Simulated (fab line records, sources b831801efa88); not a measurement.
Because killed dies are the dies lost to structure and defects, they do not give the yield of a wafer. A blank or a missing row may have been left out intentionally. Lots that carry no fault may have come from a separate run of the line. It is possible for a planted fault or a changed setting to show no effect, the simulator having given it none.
What tool caused it? | flow sky130 | 36 wafers from 12 lots sampled at 5 of the route's 708 steps

## WHAT THE GAUGES SHOWED, per wafer
SKY_METAL4_OVL_MEAS_14. Usual: METAL4_OVL gives 1 nm (standard deviation 6.4).
lot  | measured     | on         | METAL4_OVL (nm) | flag
L983 | day 41 15:11 | overlay-01 | 0 4 3           |
L986 | day 42 13:44 | overlay-01 | 9 4 10          |
L987 | day 42 20:05 | overlay-02 | -2 -2 -1        |
L988 | day 43 07:02 | overlay-02 | -4 -10 -4       |
L991 | day 44 06:11 | overlay-01 | -11 -7 -14      |
L992 | day 44 16:28 | overlay-01 | -2 2 3          |
L993 | day 44 17:09 | overlay-01 | -2 3 3          |
L996 | day 45 12:27 | overlay-02 | -3 -1 -5        |
L998 | day 46 06:09 | overlay-02 | 1 1 0           |
L100 | day 46 18:02 | overlay-01 | 1 -2 4          |
L101 | day 46 19:02 | overlay-02 | 7 7 3           |
L106 | day 48 04:44 | overlay-01 | -2 -6 -9        |

SKY_VIA4_THK_MEAS_01. Usual: VIA4_HDPCVD_THK gives 1741 nm (standard deviation 19).
lot  | measured     | on            | VIA4_HDPCVD_THK (nm) | flag
L983 | day 41 16:21 | film_metro-04 | 1746 1764 1740       |
L986 | day 42 14:53 | film_metro-02 | 1748 1710 1740       |
L987 | day 42 21:18 | film_metro-02 | 1742 1722 1743       |
L988 | day 43 08:10 | film_metro-02 | 1760 1739 1726       |
L991 | day 44 07:22 | film_metro-03 | 1731 1754 1722       |
L992 | day 44 17:42 | film_metro-02 | 1728 1735 1728       |
L993 | day 44 18:48 | film_metro-03 | 1775 1756 1746       |
L996 | day 45 13:37 | film_metro-04 | 1733 1750 1725       |
L998 | day 46 07:28 | film_metro-02 | 1682 2088 1689       | OFF
L100 | day 46 19:11 | film_metro-03 | 1716 1778 2096       | OFF
L101 | day 46 20:17 | film_metro-04 | 1718 2097 1766       | OFF
L106 | day 48 05:53 | film_metro-03 | 1747 1753 1766       |

## EACH LOT AND THE TOOL THAT RAN IT (in order: tool; ch and the chambers of the sampled wafers; start)
lot  | SKY_METAL4_SPUTTER_01        | SKY_METAL4_SPUTTER_04        | SKY_VIA4_HDPCVD_00
L983 | pvd_sputter-03, day 39 13:09 | pvd_sputter-03, day 39 13:14 | hdpcvd-01 ch 1,2, day 41 16:10
L986 | pvd_sputter-03, day 40 13:31 | pvd_sputter-03, day 40 13:35 | hdpcvd-02 ch 0,2, day 42 14:41
L987 | pvd_sputter-04, day 40 19:47 | pvd_sputter-04, day 40 19:52 | hdpcvd-02 ch 0,1, day 42 21:07
L988 | pvd_sputter-03, day 41 07:08 | pvd_sputter-03, day 41 07:13 | hdpcvd-01 ch 0,1,2, day 43 07:59
L991 | pvd_sputter-03, day 42 07:03 | pvd_sputter-03, day 42 07:08 | hdpcvd-02 ch 1,2, day 44 07:11
L992 | pvd_sputter-02, day 42 18:06 | pvd_sputter-02, day 42 18:11 | hdpcvd-02 ch 1,2, day 44 17:30
L993 | pvd_sputter-03, day 42 19:10 | pvd_sputter-03, day 42 19:15 | hdpcvd-01 ch 0,2, day 44 18:37
L996 | pvd_sputter-02, day 43 15:55 | pvd_sputter-02, day 43 16:00 | hdpcvd-02 ch 0,2, day 45 13:26
L998 | pvd_sputter-03, day 44 10:13 | pvd_sputter-03, day 44 10:18 | hdpcvd-01 ch 1,2, day 46 07:17
L100 | pvd_sputter-03, day 44 22:56 | pvd_sputter-03, day 44 23:01 | hdpcvd-01 ch 0,1,2, day 46 18:59
L101 | pvd_sputter-03, day 45 00:51 | pvd_sputter-03, day 45 00:56 | hdpcvd-01 ch 0,1,2, day 46 20:07
L106 | pvd_sputter-02, day 46 12:16 | pvd_sputter-02, day 46 12:20 | hdpcvd-02 ch 0,2, day 48 05:41
- SKY_METAL4_SPUTTER_01: material TiN, target thk 20 nm, time 16.7 s.
- SKY_METAL4_SPUTTER_04: material TiN, target thk 70 nm, time 58.3 s.
- SKY_VIA4_HDPCVD_00: deposits SiO2, target thk 1750 nm, time 291.7 s.

## AS READ BY THE TOOLS THEMSELVES (means over the sampled wafers that have a number; for cases with no such wafer, the mark the record gives instead)
SKY_METAL4_SPUTTER_01. Usual: cathode_dc_power_W 6500.1 W, standard deviation 1.1; throttle_valve_pct 29.7 %, standard deviation 0.87.
lot  | tool           | cathode_dc_power_W (W) | throttle_valve_pct (%) | flag
L983 | pvd_sputter-03 | 6499.3                 | 30.5                   |
L986 | pvd_sputter-03 | 6501.0                 | 29.6                   |
L987 | pvd_sputter-04 | 6500.3                 | 30.0                   |
L988 | pvd_sputter-03 | 6499.0                 | 29.7                   |
L991 | pvd_sputter-03 | 6501.1                 | 29.6                   |
L992 | pvd_sputter-02 | 6501.3                 | 30.1                   |
L993 | pvd_sputter-03 | 6499.9                 | 29.8                   |
L996 | pvd_sputter-02 | 6500.5                 | 30.0                   |
L998 | pvd_sputter-03 | 6500.6                 | 29.3                   |
L100 | pvd_sputter-03 | 6499.8                 | 29.7                   |
L101 | pvd_sputter-03 | 6499.2                 | 29.7                   |
L106 | pvd_sputter-02 | 6500.1                 | 29.8                   |

SKY_METAL4_SPUTTER_04. Usual: cathode_dc_power_W 6499.9 W, standard deviation 1.2; throttle_valve_pct 29.7 %, standard deviation 0.84.
lot  | tool           | cathode_dc_power_W (W) | throttle_valve_pct (%) | flag
L983 | pvd_sputter-03 | 6500.4                 | 30.3                   |
L986 | pvd_sputter-03 | 6499.7                 | 29.6                   |
L987 | pvd_sputter-04 | 6499.3                 | 30.0                   |
L988 | pvd_sputter-03 | 6500.8                 | 29.6                   |
L991 | pvd_sputter-03 | 6500.0                 | 29.7                   |
L992 | pvd_sputter-02 | 6499.8                 | 30.1                   |
L993 | pvd_sputter-03 | 6501.5                 | 29.7                   |
L996 | pvd_sputter-02 | 6500.7                 | 29.9                   |
L998 | pvd_sputter-03 | 6499.5                 | 29.3                   |
L100 | pvd_sputter-03 | 6500.6                 | 29.6                   |
L101 | pvd_sputter-03 | 6499.2                 | 29.8                   |
L106 | pvd_sputter-02 | 6498.8                 | 29.8                   |

SKY_VIA4_HDPCVD_00. Usual: sih4_flow_sccm reads 59.99 sccm (standard deviation 0.18).
lot  | tool      | sih4_flow_sccm (sccm) | flag
L983 | hdpcvd-01 | 60.08                 |
L986 | hdpcvd-02 | 60.16                 |
L987 | hdpcvd-02 | 59.80                 |
L988 | hdpcvd-01 | 60.04                 |
L991 | hdpcvd-02 | 60.08                 |
L992 | hdpcvd-02 | 59.97                 |
L993 | hdpcvd-01 | 60.14                 |
L996 | hdpcvd-02 | 59.91                 |
L998 | hdpcvd-01 | 63.96                 | OFF
L100 | hdpcvd-01 | 64.17                 | OFF
L101 | hdpcvd-01 | 64.12                 | OFF
L106 | hdpcvd-02 | 60.05                 |

## THE ANSWER, worked out from the rows above alone
Rule: take the mean of a lot's wafers that have a number; if it is more than 3 standard deviations from the usual mean, the lot is off. A lot without any number at a reading at which 4 lots or more have one is off too. All remaining lots with rows at the step are treated as sound. Order of review: gauges by route order, followed by the tools' own readings, for which a lot's mean as printed above is used. At the first step where some lot is off, the reading lying furthest off is the one used; lots without a number count as furthest.
Off: at SKY_VIA4_THK_MEAS_01 (VIA4_HDPCVD_THK), L998, L100, L101.
A tool fits if, at a process step before that reading, it ran every lot that is off, and no sound lot after the first of them. The gauges at SKY_VIA4_THK_MEAS_01 aren't tried: what is off there is off at SKY_VIA4_HDPCVD_00 too, on other tools, and a gauge's error can't cause that. This does not decide it: 2 tools fit, namely pvd_sputter-03 at SKY_METAL4_SPUTTER_01 and SKY_METAL4_SPUTTER_04 and hdpcvd-01 at SKY_VIA4_HDPCVD_00.

## WHAT WAS PUT IN BY THE SIMULATOR
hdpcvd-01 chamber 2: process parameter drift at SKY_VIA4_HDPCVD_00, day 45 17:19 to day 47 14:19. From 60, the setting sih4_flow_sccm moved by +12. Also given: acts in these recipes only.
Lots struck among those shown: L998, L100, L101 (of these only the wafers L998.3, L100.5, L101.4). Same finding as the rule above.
